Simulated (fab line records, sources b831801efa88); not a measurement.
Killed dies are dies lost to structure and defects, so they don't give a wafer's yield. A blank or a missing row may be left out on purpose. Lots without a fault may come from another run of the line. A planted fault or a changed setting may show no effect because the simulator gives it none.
Tool commonality check | flow sky130 | 13 lots, 39 wafers sampled

WHY IT WAS OPENED
At SKY_SONOS_ONO_THK_MEAS_05 the reading SONOS_ONO_CVD_04_THK is flagged on 3 of 13 lots. Wafers without a fault read 5.66 nm, standard deviation 0.11.
Rule: a lot is flagged when every wafer of it that has a number lies more than 4 standard deviations from that mean, or none has a number. The other lots count as sound.

lot  | measured     | on            | SONOS_ONO_CVD_04_THK (nm), wafer by wafer | flag
L539 | day 11 08:40 | film_metro-03 | 5.66 5.74 5.69                            |
L542 | day 12 10:14 | film_metro-03 | 5.56 5.51 5.53                            |
L543 | day 13 09:40 | film_metro-01 | 5.79 5.62 5.70                            |
L544 | day 13 15:41 | film_metro-01 | 5.45 5.47 5.55                            |
L545 | day 13 15:41 | film_metro-04 | 5.66 5.78 5.67                            |
L550 | day 15 08:19 | film_metro-04 | 7.92 8.07 8.01                            | FLAGGED
L551 | day 15 10:46 | film_metro-03 | 8.07 8.00 8.08                            | FLAGGED
L552 | day 15 19:20 | film_metro-03 | 8.13 8.18 8.05                            | FLAGGED
L559 | day 18 04:20 | film_metro-04 | 5.62 5.55 5.62                            |
L558 | day 18 05:35 | film_metro-04 | 5.71 5.76 5.68                            |
L560 | day 19 03:56 | film_metro-03 | 5.51 5.51 5.49                            |
L562 | day 19 08:11 | film_metro-03 | 5.58 5.68 5.56                            |
L561 | day 19 08:11 | film_metro-04 | 5.72 5.68 5.72                            |
The numbers of the flagged lots are 8.06 nm on average: +2.40 nm against the usual, or +22 standard deviations.

WHICH TOOL RAN EACH LOT
The record holds 1 process step before the reading, out of a route of 708 steps. In each cell: the tool, then ch and the chambers that the sampled wafers went through, then the start.
lot  | flag    | SKY_SONOS_ONO_CVD_04
L539 |         | lpcvd-03 ch 1, day 11 07:24
L542 |         | lpcvd-03 ch 0, day 12 08:59
L543 |         | lpcvd-03 ch 1, day 13 08:25
L544 |         | lpcvd-03 ch 1, day 13 13:49
L545 |         | lpcvd-03 ch 1, day 13 13:49
L550 | FLAGGED | lpcvd-03 ch 0, day 15 07:04
L551 | FLAGGED | lpcvd-03 ch 0, day 15 09:31
L552 | FLAGGED | lpcvd-03 ch 0, day 15 18:05
L559 |         | lpcvd-03 ch 0, day 18 03:05
L558 |         | lpcvd-03 ch 1, day 18 04:20
L560 |         | lpcvd-03 ch 0, day 19 02:41
L562 |         | lpcvd-03 ch 1, day 19 06:56
L561 |         | lpcvd-03 ch 1, day 19 06:56
What these steps do:
- SKY_SONOS_ONO_CVD_04: deposits SiO2 from SiH4/N2O, target thk 5.7199 nm.
- SKY_SONOS_ONO_THK_MEAS_05

FLAGGED OVER TOTAL, TOOL BY TOOL (the gauges that took the reading come last)
step                      | tool          | lots run | flagged | share of the flagged lots | sound lots run after its first flagged lot
SKY_SONOS_ONO_CVD_04      | lpcvd-03      | 13       | 3       | all                       | 5 (L559,L558,L560,L561,L562)
SKY_SONOS_ONO_THK_MEAS_05 | film_metro-01 | 2        | 0       | none                      | -
SKY_SONOS_ONO_THK_MEAS_05 | film_metro-03 | 6        | 2       | some                      | 2 (L560,L562)
SKY_SONOS_ONO_THK_MEAS_05 | film_metro-04 | 5        | 1       | some                      | 3 (L559,L558,L561)

WHAT THE TABLE ALLOWS
1 row of the table ran every flagged lot: lpcvd-03 at SKY_SONOS_ONO_CVD_04.
- lpcvd-03 at SKY_SONOS_ONO_CVD_04: 3 of its 13 lots flagged. Sound lots ran on it after the first flagged one (L559, L558, L560, L561, L562), which a lasting fault on the whole tool wouldn't allow.
No row of the table ran every flagged lot and no sound lot after the first.

WHAT THE SIMULATOR HAD PUT IN
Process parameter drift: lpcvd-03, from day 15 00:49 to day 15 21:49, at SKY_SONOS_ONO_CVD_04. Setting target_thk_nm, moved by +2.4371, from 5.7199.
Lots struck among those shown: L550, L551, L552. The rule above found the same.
